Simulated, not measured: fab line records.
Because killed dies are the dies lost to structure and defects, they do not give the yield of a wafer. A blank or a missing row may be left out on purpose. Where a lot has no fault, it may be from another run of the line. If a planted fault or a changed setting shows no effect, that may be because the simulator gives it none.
fab line records	flow sky130
[record] lots = 12	wafers = 36	last_day = 50
route steps=708 shown CAP2M@617 METAL4@622 PAD_OPEN@708
lots that met no fault: from a run of the same line without faults
start_h: start of the lot's first displayed wafer, in hours after the record's first day	wait_h: hours elapsed since this lot's preceding step	" as in the row above	L1.1+2: a single row standing in for several wafers	- no value, or no start given	* or withheld: withheld	< > ~ a bound
route shown NAME@n: NAME is a module with steps in the file, n the number in the route of the first one	usual: the fault-free wafers' mean and standard deviation	same: alike in all rows	chamber/n: place in a boat	sites: each site's reading	_std_site: how widely they spread, as a standard deviation	_edge_site: the outer-site mean with the inner-site mean subtracted	radius_mm: for every site, how far away it sits from the centre of the wafer	mask NAME#n: copy n	behind: the last tool/chamber to shape the wafer	hold: cause of the lot's hold/its duration in hours/its outcome	device: names the non-switching transistor (n, p or np)	end of line: the tests these same wafers got at the end of their route	a step with no rows: only its recipe	killed: not the wafer's yield, but the dies lost to structure and defects at the first sort	map: a wafer's dies, marking killed ones x, the rest . and places with no die _
set.NAME: the setting the step ran with; set.NAME@STEP: the setting that earlier step ran with	model.NAME: the simulator's own value behind a step, which no gauge read
route steps across a sampled set of lots; one table per step, one row per wafer
services: a tool's chamber out of use, with start hour (start_h, from the record's first day; less than 0 if before it), hours out, and reason
[[steps]]
[step SKY_CAP2M_STRIP_14]
[recipe] chemistry = O2/N2	power_w = 1400	pressure_mtorr = 1500	platen_temp_c = withheld	o2_flow_sccm = 3000	n2_flow_sccm = 300	overash_fraction = 0.5
[usual] drypump_motor_current_A = 5.4/0.34	oes_product_au = 0.711/0.0046	strip_time_to_endpoint_s = 12.64/0.04
lot.wafer	tool	chamber	start_h	wait_h	drypump_motor_current_A	oes_product_au	rf_hours_counter_h	strip_time_to_endpoint_s
L401.1	plasma_asher-04	0	942.00	0.1	5.4	0.707	116	12.66
L401.2	"	1	"	"	4.9	0.714	116	12.64
L401.5	"	0	"	"	5.4	0.706	-	12.65
L402.2	plasma_asher-04	1	954.35	0.1	4.9	0.707	117	12.64
L402.3	"	0	"	"	5.5	0.709	-	12.66
L402.5	"	0	"	"	5.4	0.713	-	12.67
L403.2	plasma_asher-04	0	964.74	0.1	5.4	0.708	118	12.60
L403.4	"	1	"	"	4.9	0.712	-	12.63
L403.6	"	0	"	"	5.5	0.711	-	12.60
L405.2	plasma_asher-03	1	981.69	0.1	5.9	0.705	52	12.60
L405.4	"	1	"	"	5.9	0.714	-	12.60
L405.6	"	0	"	"	5.5	0.711	-	12.62
L408.1	plasma_asher-03	1	1001.15	0.1	5.9	0.712	54	12.72
L408.3	"	0	"	"	5.5	0.711	-	12.76
L408.4	"	1	"	"	5.9	0.711	-	12.73
L410.1	plasma_asher-03	1	1008.85	0.1	5.9	0.712	55	12.63
L410.2	"	0	"	"	5.5	0.705	55	12.67
L410.4	"	1	"	"	5.9	0.713	-	12.60
L411.1	plasma_asher-04	1	1022.30	0.1	4.9	0.715	122	12.67
L411.3	"	0	"	"	5.4	0.706	-	12.62
L411.5	"	0	"	"	5.4	0.716	-	12.68
L412.1	plasma_asher-03	1	1028.40	0.1	5.9	0.702	57	12.66
L412.4	"	1	"	"	5.9	0.710	-	12.65
L412.5	"	1	"	"	5.9	0.715	-	12.60
L414.3	plasma_asher-04	0	1035.53	0.1	5.4	0.716	-	12.61
L414.5	"	1	"	"	4.9	0.710	-	12.57
L414.6	"	0	"	"	5.4	0.714	-	12.59
L423.1	plasma_asher-04	0	1090.05	0.1	5.4	0.720	2	12.66
L423.3	"	1	"	"	4.9	0.715	-	12.62
L423.5	"	0	"	"	5.4	0.714	-	12.64
L422.1	plasma_asher-04	1	1095.84	0.1	4.9	0.708	3	12.60
L422.2	"	0	"	"	5.4	0.711	3	12.62
L422.4	"	1	"	"	4.9	0.705	-	12.60
L424.1	plasma_asher-03	1	1102.30	0.1	5.9	0.715	65	12.62
L424.4	"	1	"	"	5.9	0.716	-	12.61
L424.6	"	0	"	"	5.5	0.704	-	12.58
[step SKY_METAL4_HMDS_06]
[recipe] prime_time_s = 60	prime_temp_c = 120
[usual] prime_temp_c = 119.98/0.14
lot.wafer	tool	chamber	start_h	wait_h	prime_temp_c
L401.1	litho_track-04	0	954.87	0.1	119.87
L401.2	"	0	"	"	119.73
L401.5	"	0	"	"	119.77
L402.2	litho_track-01	0	965.95	0.1	119.85
L402.3	"	0	"	"	120.06
L402.5	"	0	"	"	120.06
L403.2	litho_track-03	0	977.01	0.1	120.13
L403.4	"	0	"	"	120.00
L403.6	"	0	"	"	120.05
L405.2	litho_track-01	0	993.20	0.1	120.06
L405.4	"	0	"	"	119.98
L405.6	"	0	"	"	120.11
L408.1	litho_track-04	0	1012.57	0.1	119.89
L408.3	"	0	"	"	120.05
L408.4	"	0	"	"	119.90
L410.1	litho_track-04	0	1019.97	0.1	119.86
L410.2	"	0	"	"	119.82
L410.4	"	0	"	"	119.80
L411.1	litho_track-04	0	1034.07	0.1	119.13
L411.3	"	0	"	"	119.03
L411.5	"	0	"	"	119.04
L412.1	litho_track-01	0	1039.03	0.1	120.08
L412.4	"	0	"	"	119.96
L412.5	"	0	"	"	119.88
L414.3	litho_track-04	0	1047.02	0.1	118.95
L414.5	"	0	"	"	119.03
L414.6	"	0	"	"	118.89
L423.1	litho_track-01	0	1100.53	0.1	120.01
L423.3	"	0	"	"	120.00
L423.5	"	0	"	"	120.22
L422.1	litho_track-03	0	1105.28	0.1	119.84
L422.2	"	0	"	"	119.92
L422.4	"	0	"	"	119.92
L424.1	litho_track-04	0	1111.77	0.1	120.19
L424.4	"	0	"	"	120.21
L424.6	"	0	"	"	120.21
[step SKY_METAL4_CD_MEAS_13]
[recipe] target_cd_nm = 300
[usual] cd_nm = 299.8/1.3
lot.wafer	tool	chamber	start_h	wait_h	cd_nm
L401.1	cd_sem-01	-	966.48	-	300.5
L401.2	"	-	"	"	299.7
L401.5	"	-	"	"	299.3
L402.2	cd_sem-01	-	978.35	-	300.7
L402.3	"	-	"	"	302.5
L402.5	"	-	"	"	300.3
L403.2	cd_sem-01	-	988.84	-	299.4
L403.4	"	-	"	"	300.5
L403.6	"	-	"	"	300.4
L405.2	cd_sem-01	-	1005.70	-	299.9
L405.4	"	-	"	"	299.2
L405.6	"	-	"	"	299.3
L408.1	cd_sem-02	-	1024.48	-	297.5
L408.3	"	-	"	"	298.1
L408.4	"	-	"	"	300.2
L410.1	cd_sem-02	-	1032.52	-	299.0
L410.2	"	-	"	"	300.2
L410.4	"	-	"	"	299.5
L411.1	cd_sem-01	-	1045.67	-	297.8
L411.3	"	-	"	"	298.0
L411.5	"	-	"	"	299.8
L412.1	cd_sem-01	-	1051.52	-	299.8
L412.4	"	-	"	"	298.0
L412.5	"	-	"	"	299.5
L414.3	cd_sem-02	-	1058.72	-	299.9
L414.5	"	-	"	"	299.9
L414.6	"	-	"	"	299.4
L423.1	cd_sem-02	-	1110.47	-	298.3
L423.3	"	-	"	"	298.3
L423.5	"	-	"	"	298.8
L422.1	cd_sem-01	-	1116.72	-	297.4
L422.2	"	-	"	"	299.1
L422.4	"	-	"	"	299.4
L424.1	cd_sem-02	-	1122.57	-	300.5
L424.4	"	-	"	"	300.6
L424.6	"	-	"	"	299.5
[step SKY_METAL4_DESCUM_15]
[recipe] chemistry = O2	source_power_w = 150	bias_power_w = 0	pressure_mtorr = 10	temp_c = 40	time_s = 8
[usual] drypump_motor_current_A = 5.5/0.47	oes_product_au = 0.997/0.0079
lot.wafer	tool	chamber	start_h	wait_h	drypump_motor_current_A	oes_product_au	rf_hours_counter_h
L401.1	rie_metal-04	1	966.64	0.0	6.0	1.005	13
L401.2	"	0	"	"	5.4	0.994	11
L401.5	"	1	"	"	6.0	0.990	-
L402.2	rie_metal-02	0	978.49	0.0	5.2	0.989	15
L402.3	"	0	"	"	5.2	0.995	-
L402.5	"	1	"	"	4.8	0.995	-
L403.2	rie_metal-04	1	988.97	0.0	6.0	1.004	14
L403.4	"	1	"	"	6.0	0.999	-
L403.6	"	1	"	"	6.0	1.012	-
L405.2	rie_metal-02	1	1005.84	0.0	4.8	1.003	5
L405.4	"	0	"	"	5.2	0.996	-
L405.6	"	1	"	"	4.8	0.994	-
L408.1	rie_metal-01	1	1024.64	0.0	6.0	0.998	9
L408.3	"	0	"	"	6.1	0.993	-
L408.4	"	1	"	"	6.0	1.006	-
L410.1	rie_metal-01	0	1032.67	0.0	6.1	0.989	20
L410.2	"	1	"	"	6.0	0.979	10
L410.4	"	0	"	"	6.1	0.989	-
L411.1	rie_metal-02	1	1045.82	0.0	4.8	0.989	7
L411.3	"	1	"	"	4.8	0.993	-
L411.5	"	1	"	"	4.8	0.979	-
L412.1	rie_metal-02	1	1051.67	0.0	4.8	0.996	7
L412.4	"	1	"	"	4.8	0.989	-
L412.5	"	1	"	"	4.8	0.987	-
L414.3	rie_metal-02	1	1058.85	0.0	4.8	0.995	-
L414.5	"	0	"	"	5.2	0.984	-
L414.6	"	1	"	"	4.8	0.988	-
L423.1	rie_metal-04	0	1110.63	0.0	5.4	1.004	20
L423.3	"	0	"	"	5.4	1.009	-
L423.5	"	1	"	"	6.0	1.007	-
L422.1	rie_metal-02	1	1116.88	0.0	4.8	1.002	12
L422.2	"	0	"	"	5.2	0.992	23
L422.4	"	0	"	"	5.2	1.002	-
L424.1	rie_metal-01	0	1122.73	0.0	6.0	0.988	27
L424.4	"	0	"	"	6.1	0.999	-
L424.6	"	0	"	"	6.0	0.998	-
[step SKY_PAD_OPEN_PROBE_99]
[usual] defect_limited_yield = 82.2/1.9	killed_at_M0_to_M3 = 44/7.2	killed_at_M4_up = 3.0/1.9	killed_at_contacts = 25/4.8	killed_at_front_end = 16/4.2	killed_at_other = 0.2/0.44	killed_dies = 88/9.3	killed_open = 48/7.1	killed_short = 40/6.5	sort_bin_3_pad_short = 0.9/0.4	sort_bin_5_function = 10.5/1.5	sort_bin_6_memory = 6.5/0.98	sort_n_pass = 404/9.3	sort_yield_pct = 82.2/1.9
[same] gross_dies = 492	killed_at_back_side = 0	sort_bin_4_leakage[%] = 0	sort_bin_8_speed[%] = 0
lot.wafer	tool	chamber	start_h	wait_h	defect_limited_yield[%]	killed_at_M0_to_M3	killed_at_M4_up	killed_at_contacts	killed_at_front_end	killed_at_other	killed_dies	killed_open	killed_short	sort_bin_3_pad_short[%]	sort_bin_5_function[%]	sort_bin_6_memory[%]	sort_n_pass	sort_yield_pct[%]
L401.1	prober-02	-	1064.10	0.1	81.1	57	3	22	11	0	93	43	50	1.8	9.6	7.5	399	81.1
L401.2	prober-02	-	1064.15	0.1	82.1	42	2	32	12	0	88	53	35	0.6	11.0	6.3	404	82.1
L401.5	prober-02	-	1064.30	0.2	82.9	50	3	19	12	0	84	46	38	1.0	11.6	4.5	408	82.9
L402.2	prober-01	-	1076.16	0.1	83.5	51	1	19	10	0	81	45	36	0.8	10.2	5.5	411	83.5
L402.3	prober-01	-	1076.21	0.2	80.9	55	1	25	13	0	94	47	47	1.4	10.6	7.1	398	80.9
L402.5	prober-01	-	1076.31	0.2	82.5	46	3	21	16	0	86	41	45	1.0	11.6	4.9	406	82.5
L403.2	prober-02	-	1083.55	0.1	79.9	56	4	20	18	1	99	56	43	0.6	13.2	6.3	393	79.9
L403.4	prober-02	-	1083.65	0.2	81.7	40	6	26	18	0	90	58	32	1.0	11.6	5.7	402	81.7
L403.6	prober-02	-	1083.75	0.2	83.5	34	4	27	16	0	81	45	36	1.2	8.5	6.7	411	83.5
L405.2	prober-01	-	1099.96	0.1	83.3	40	1	25	16	0	82	52	30	1.0	9.1	6.5	410	83.3
L405.4	prober-01	-	1100.06	0.2	81.5	47	3	28	13	0	91	51	40	1.0	10.4	7.1	401	81.5
L405.6	prober-01	-	1100.16	0.2	81.7	45	4	23	18	0	90	53	37	1.0	11.4	5.9	402	81.7
L408.1	prober-01	-	1114.40	0.1	84.6	45	4	19	8	0	76	45	31	0.8	8.3	6.3	416	84.6
L408.3	prober-01	-	1114.50	0.2	80.7	40	7	36	12	0	95	50	45	0.8	11.4	7.1	397	80.7
L408.4	prober-01	-	1114.55	0.2	85.4	33	3	25	11	0	72	43	29	0.6	9.1	4.9	420	85.4
L410.1	prober-01	-	1122.01	0.1	83.7	36	3	27	14	0	80	46	34	0.6	10.0	5.7	412	83.7
L410.2	prober-01	-	1122.06	0.1	82.5	46	1	28	11	0	86	38	48	0.4	11.2	5.9	406	82.5
L410.4	prober-01	-	1122.16	0.2	82.5	46	3	24	13	0	86	50	36	1.6	8.1	7.7	406	82.5
L411.1	prober-02	-	1133.49	0.1	82.5	41	6	32	6	1	86	47	39	0.2	10.8	6.5	406	82.5
L411.3	prober-02	-	1133.59	0.2	84.6	43	2	22	9	0	76	35	41	1.0	8.7	5.7	416	84.6
L411.5	prober-02	-	1133.69	0.2	80.7	45	2	35	13	0	95	57	38	0.8	11.8	6.7	397	80.7
L412.1	prober-01	-	1138.48	0.1	83.5	34	5	28	14	0	81	43	38	0.6	10.8	5.1	411	83.5
L412.4	prober-01	-	1138.63	0.2	81.7	49	4	17	20	0	90	53	37	0.8	12.0	5.5	402	81.7
L412.5	prober-01	-	1138.68	0.2	81.9	45	6	22	16	0	89	43	46	1.2	11.4	5.5	403	81.9
L414.3	prober-01	-	1144.08	0.2	82.3	41	2	25	19	0	87	40	47	1.0	10.8	5.9	405	82.3
L414.5	prober-01	-	1144.18	0.2	84.6	43	2	20	11	0	76	43	33	0.8	9.3	5.3	416	84.6
L414.6	prober-01	-	1144.23	0.2	82.1	38	5	26	18	1	88	45	43	1.4	10.2	6.3	404	82.1
L423.1	prober-01	-	1187.33	0.1	82.9	39	4	24	17	0	84	52	32	0.8	10.8	5.5	408	82.9
L423.3	prober-01	-	1187.43	0.2	83.9	41	0	25	13	0	79	45	34	0.8	9.8	5.5	413	83.9
L423.5	prober-01	-	1187.53	0.2	84.3	34	4	27	12	0	77	34	43	1.0	9.6	5.1	415	84.3
L422.1	prober-02	-	1191.75	0.1	83.7	32	0	33	15	0	80	49	31	0.4	10.4	5.5	412	83.7
L422.2	prober-02	-	1191.80	0.1	76.6	58	3	28	26	0	115	66	49	1.0	13.4	8.9	377	76.6
L422.4	prober-02	-	1191.90	0.2	81.9	35	3	31	20	0	89	48	41	1.4	9.8	6.9	403	81.9
L424.1	prober-01	-	1196.50	0.1	81.9	52	0	20	17	0	89	43	46	1.0	10.4	6.7	403	81.9
L424.4	prober-01	-	1196.65	0.2	82.3	50	8	19	10	0	87	46	41	0.4	9.8	7.5	405	82.3
L424.6	prober-01	-	1196.75	0.2	85.0	39	1	18	16	0	74	45	29	1.0	8.7	5.3	418	85.0
// killed by level:class
L401.1 METAL2:geometric_particle:short=10 VIA1:geometric_particle:short=9 VIA1:geometric_particle:open=9 CONTACT:geometric_particle:open=6 CONTACT:geometric_particle:short=6 VIA2:geometric_particle:open=6 VIA3:geometric_particle:open=6 METAL1:geometric_particle:short=6
L401.2 CONTACT:geometric_particle:open=12 VIA1:geometric_particle:open=10 LI_CONTACT:geometric_particle:open=8 METAL2:geometric_particle:short=8 VIA3:geometric_particle:short=6 VIA3:geometric_particle:open=6 POLY_GATE:geometric_particle:open=5 LI_CONTACT:geometric_particle:short=5
L401.5 VIA1:geometric_particle:open=12 CONTACT:geometric_particle:open=10 VIA3:geometric_particle:open=9 VIA1:geometric_particle:short=7 METAL2:geometric_particle:short=6 LI_CONTACT:geometric_particle:open=5 SPACER:geometric_particle:short=4 METAL1:geometric_particle:short=4
L402.2 VIA1:geometric_particle:open=14 VIA3:geometric_particle:open=7 METAL1:geometric_particle:short=7 VIA1:geometric_particle:short=7 VIA2:geometric_particle:open=6 CONTACT:geometric_particle:open=6 LI_CONTACT:geometric_particle:open=5 CONTACT:geometric_particle:short=5
L402.3 VIA1:geometric_particle:open=15 VIA1:geometric_particle:short=10 CONTACT:geometric_particle:open=9 METAL1:geometric_particle:short=8 VIA3:geometric_particle:open=8 FIELD_ISO:geometric_particle:short=5 LI_CONTACT:geometric_particle:open=4 LI_CONTACT:geometric_particle:short=4
L402.5 VIA1:geometric_particle:open=15 CONTACT:geometric_particle:open=6 METAL2:geometric_particle:short=6 POLY_GATE:geometric_particle:short=5 LI_CONTACT:geometric_particle:open=5 METAL1:geometric_particle:short=5 CONTACT:geometric_particle:short=4 VIA1:geometric_particle:short=4
L403.2 VIA1:geometric_particle:open=12 CONTACT:geometric_particle:open=10 VIA1:geometric_particle:short=9 METAL1:geometric_particle:short=9 FIELD_ISO:geometric_particle:open=7 VIA3:geometric_particle:open=7 VIA2:geometric_particle:open=6 FIELD_ISO:geometric_particle:short=5
L403.4 VIA1:geometric_particle:open=12 CONTACT:geometric_particle:open=10 LI_CONTACT:geometric_particle:open=6 VIA3:geometric_particle:open=6 CONTACT:geometric_particle:short=5 METAL1:geometric_particle:short=5 POLY_GATE:geometric_particle:open=4 SPACER:geometric_particle:open=4
L403.6 CONTACT:geometric_particle:open=12 CONTACT:geometric_particle:short=7 METAL1:geometric_particle:short=6 VIA3:geometric_particle:open=6 LI_CONTACT:geometric_particle:open=5 VIA1:geometric_particle:open=5 SPACER:geometric_particle:open=4 VIA3:geometric_particle:short=4
L405.2 VIA1:geometric_particle:open=12 CONTACT:geometric_particle:open=11 POLY_GATE:geometric_particle:open=8 LI_CONTACT:geometric_particle:open=6 VIA3:geometric_particle:open=6 METAL1:geometric_particle:short=6 LI_CONTACT:geometric_particle:short=3 METAL2:geometric_particle:short=3
L405.4 CONTACT:geometric_particle:open=11 VIA1:geometric_particle:open=8 LI_CONTACT:geometric_particle:open=7 VIA2:geometric_particle:short=6 METAL2:geometric_particle:short=6 VIA3:geometric_particle:open=6 VIA2:geometric_particle:open=5 POLY_GATE:geometric_particle:short=4
L405.6 VIA2:geometric_particle:open=14 VIA1:geometric_particle:open=8 CONTACT:geometric_particle:open=8 LI_CONTACT:geometric_particle:open=6 VIA3:geometric_particle:short=5 FIELD_ISO:geometric_particle:open=4 POLY_GATE:geometric_particle:open=4 VIA2:geometric_particle:short=4
L408.1 CONTACT:geometric_particle:open=10 VIA1:geometric_particle:open=9 VIA1:geometric_particle:short=6 LI_CONTACT:geometric_particle:open=5 VIA3:geometric_particle:open=5 VIA2:geometric_particle:open=5 VIA3:geometric_particle:short=5 FIELD_ISO:geometric_particle:open=4
L408.3 LI_CONTACT:geometric_particle:open=15 CONTACT:geometric_particle:open=7 VIA3:geometric_particle:open=7 METAL4:geometric_particle:short=7 CONTACT:geometric_particle:short=6 VIA2:geometric_particle:short=6 FIELD_ISO:geometric_particle:open=5 LOCAL_INTERCONNECT:geometric_particle:short=5
L408.4 LI_CONTACT:geometric_particle:open=9 CONTACT:geometric_particle:open=8 VIA1:geometric_particle:open=8 FIELD_ISO:geometric_particle:short=6 VIA3:geometric_particle:open=5 VIA2:geometric_particle:open=5 LI_CONTACT:geometric_particle:short=3 VIA1:geometric_particle:short=3
L410.1 VIA1:geometric_particle:open=14 CONTACT:geometric_particle:open=11 CONTACT:geometric_particle:short=7 FIELD_ISO:geometric_particle:open=5 LI_CONTACT:geometric_particle:open=5 VIA3:geometric_particle:open=5 METAL2:geometric_particle:short=4 LI_CONTACT:geometric_particle:short=3
L410.2 VIA1:geometric_particle:open=9 VIA3:geometric_particle:open=9 LI_CONTACT:geometric_particle:short=6 CONTACT:geometric_particle:short=6 METAL1:geometric_particle:short=6 LOCAL_INTERCONNECT:geometric_particle:short=5 CONTACT:geometric_particle:open=5 VIA1:geometric_particle:short=5
L410.4 VIA3:geometric_particle:open=11 VIA1:geometric_particle:open=10 CONTACT:geometric_particle:open=9 CONTACT:geometric_particle:short=7 METAL2:geometric_particle:short=6 VIA2:geometric_particle:short=6 FIELD_ISO:geometric_particle:open=5 METAL2:geometric_particle:open=4
L411.1 CONTACT:geometric_particle:open=11 CONTACT:geometric_particle:short=9 VIA1:geometric_particle:open=8 VIA3:geometric_particle:open=8 VIA2:geometric_particle:open=7 LI_CONTACT:geometric_particle:open=6 LOCAL_INTERCONNECT:geometric_particle:short=4 METAL1:geometric_particle:short=4
L411.3 CONTACT:geometric_particle:open=9 VIA1:geometric_particle:open=9 METAL1:geometric_particle:short=7 LOCAL_INTERCONNECT:geometric_particle:short=5 VIA3:geometric_particle:short=4 VIA1:geometric_particle:short=4 METAL2:geometric_particle:short=4 VIA2:geometric_particle:open=4
L411.5 LI_CONTACT:geometric_particle:open=11 VIA3:geometric_particle:open=9 CONTACT:geometric_particle:open=9 VIA1:geometric_particle:open=9 LI_CONTACT:geometric_particle:short=6 METAL1:geometric_particle:short=6 METAL2:geometric_particle:short=6 VIA2:geometric_particle:open=6
L412.1 CONTACT:geometric_particle:open=10 LI_CONTACT:geometric_particle:open=8 METAL1:geometric_particle:short=8 VIA2:geometric_particle:open=7 CONTACT:geometric_particle:short=5 METAL2:geometric_particle:short=5 VIA1:geometric_particle:open=4 VIA3:geometric_particle:open=4
L412.4 VIA1:geometric_particle:open=9 VIA3:geometric_particle:open=9 LI_CONTACT:geometric_particle:open=6 VIA2:geometric_particle:open=5 METAL1:geometric_particle:short=5 VIA2:geometric_particle:short=5 FIELD_ISO:geometric_particle:short=4 POLY_GATE:geometric_particle:open=4
L412.5 CONTACT:geometric_particle:open=12 VIA2:geometric_particle:open=10 METAL2:geometric_particle:short=8 VIA1:geometric_particle:short=7 POLY_GATE:geometric_particle:open=5 POLY_GATE:geometric_particle:short=5 VIA1:geometric_particle:open=5 METAL4:geometric_particle:short=5
L414.3 CONTACT:geometric_particle:open=12 FIELD_ISO:geometric_particle:short=8 VIA1:geometric_particle:open=8 METAL1:geometric_particle:short=6 VIA1:geometric_particle:short=5 LOCAL_INTERCONNECT:geometric_particle:short=5 POLY_GATE:geometric_particle:open=4 VIA3:geometric_particle:open=4
L414.5 CONTACT:geometric_particle:open=9 VIA2:geometric_particle:open=7 VIA3:geometric_particle:open=7 VIA1:geometric_particle:short=6 METAL2:geometric_particle:short=6 LI_CONTACT:geometric_particle:open=4 CONTACT:geometric_particle:short=4 VIA1:geometric_particle:open=4
L414.6 CONTACT:geometric_particle:open=8 LI_CONTACT:geometric_particle:open=8 VIA1:geometric_particle:open=8 LOCAL_INTERCONNECT:geometric_particle:short=7 FIELD_ISO:geometric_particle:short=6 METAL1:geometric_particle:short=6 VIA2:geometric_particle:open=5 VIA2:geometric_particle:short=4
L423.1 CONTACT:geometric_particle:open=11 VIA1:geometric_particle:open=9 VIA2:geometric_particle:open=8 LI_CONTACT:geometric_particle:open=6 VIA2:geometric_particle:short=5 FIELD_ISO:geometric_particle:open=4 POLY_GATE:geometric_particle:open=4 METAL2:geometric_particle:short=4
L423.3 CONTACT:geometric_particle:open=14 VIA1:geometric_particle:open=8 VIA1:geometric_particle:short=7 VIA2:geometric_particle:short=6 CONTACT:geometric_particle:short=5 VIA3:geometric_particle:open=5 FIELD_ISO:geometric_particle:open=4 FIELD_ISO:geometric_particle:short=3
L423.5 CONTACT:geometric_particle:open=10 CONTACT:geometric_particle:short=7 VIA2:geometric_particle:short=6 VIA1:geometric_particle:open=6 VIA3:geometric_particle:open=6 VIA1:geometric_particle:short=4 METAL4:geometric_particle:short=4 VIA2:geometric_particle:open=4
L422.1 LI_CONTACT:geometric_particle:open=12 CONTACT:geometric_particle:open=12 VIA1:geometric_particle:open=9 METAL2:geometric_particle:short=6 POLY_GATE:geometric_particle:open=4 POLY_GATE:geometric_particle:short=4 LOCAL_INTERCONNECT:geometric_particle:short=4 VIA1:geometric_particle:short=4
L422.2 VIA1:geometric_particle:open=14 LI_CONTACT:geometric_particle:open=10 VIA3:geometric_particle:open=9 METAL1:geometric_particle:short=9 CONTACT:geometric_particle:open=7 VIA2:geometric_particle:open=7 FIELD_ISO:geometric_particle:open=6 FIELD_ISO:geometric_particle:short=5
L422.4 LI_CONTACT:geometric_particle:open=11 METAL2:geometric_particle:short=9 VIA2:geometric_particle:open=7 VIA3:geometric_particle:open=7 FIELD_ISO:geometric_particle:open=6 CONTACT:geometric_particle:short=6 CONTACT:geometric_particle:open=6 LI_CONTACT:geometric_particle:short=5
L424.1 VIA2:geometric_particle:open=10 METAL1:geometric_particle:short=8 METAL2:geometric_particle:short=8 FIELD_ISO:geometric_particle:open=7 CONTACT:geometric_particle:open=7 VIA2:geometric_particle:short=7 LI_CONTACT:geometric_particle:open=6 VIA1:geometric_particle:open=6
L424.4 LI_CONTACT:geometric_particle:open=12 VIA1:geometric_particle:open=9 METAL4:geometric_particle:short=8 METAL1:geometric_particle:short=8 METAL2:geometric_particle:short=7 VIA2:geometric_particle:open=7 VIA3:geometric_particle:open=7 FIELD_ISO:geometric_particle:short=3
L424.6 CONTACT:geometric_particle:open=8 FIELD_ISO:geometric_particle:short=7 LI_CONTACT:geometric_particle:open=7 VIA1:geometric_particle:open=7 VIA2:geometric_particle:open=7 FIELD_ISO:geometric_particle:open=5 METAL1:geometric_particle:short=5 VIA3:geometric_particle:open=5
[[services]]
tool	chamber	start_h	hours	kind
rie_metal-02	0	927.23	11.1	repair
rie_metal-02	-	946.12	0.6	repair
plasma_asher-04	-	974.96	3.3	repair
rie_metal-02	-	976.11	0.2	repair
plasma_asher-04	-	997.94	14.6	pm
rie_metal-04	-	1003.30	1.2	repair
plasma_asher-04	-	1055.25	9.0	pm
plasma_asher-04	0	1055.25	9.0	vent_cycle
plasma_asher-04	1	1055.25	9.0	vent_cycle
plasma_asher-04	0	1064.25	-	clean
plasma_asher-04	1	1064.25	-	clean
plasma_asher-04	-	1073.59	0.8	repair
rie_metal-01	1	1114.29	13.1	repair
[[key]]
[first_sign] step = SKY_METAL4_HMDS_06	reading = prime_temp_c	direction = down	sigmas = 7	usual = *	struck = *
effect none on later readings
met_at SKY_METAL4_HMDS_06
struck_lots L411,L414
not_acting_at SKY_CAP2M_STRIP_14,SKY_METAL4_CD_MEAS_13,SKY_METAL4_DESCUM_15
onset_between 1019.97 1034.07
[fault] kind = process_parameter_drift	tool = litho_track-04	chamber = -	onset_h = 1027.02	steps = SKY_METAL4_HMDS_06	channel = prime_temp_c	offset = *	shape = step	end_h = 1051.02	acts_in = *	stated = *
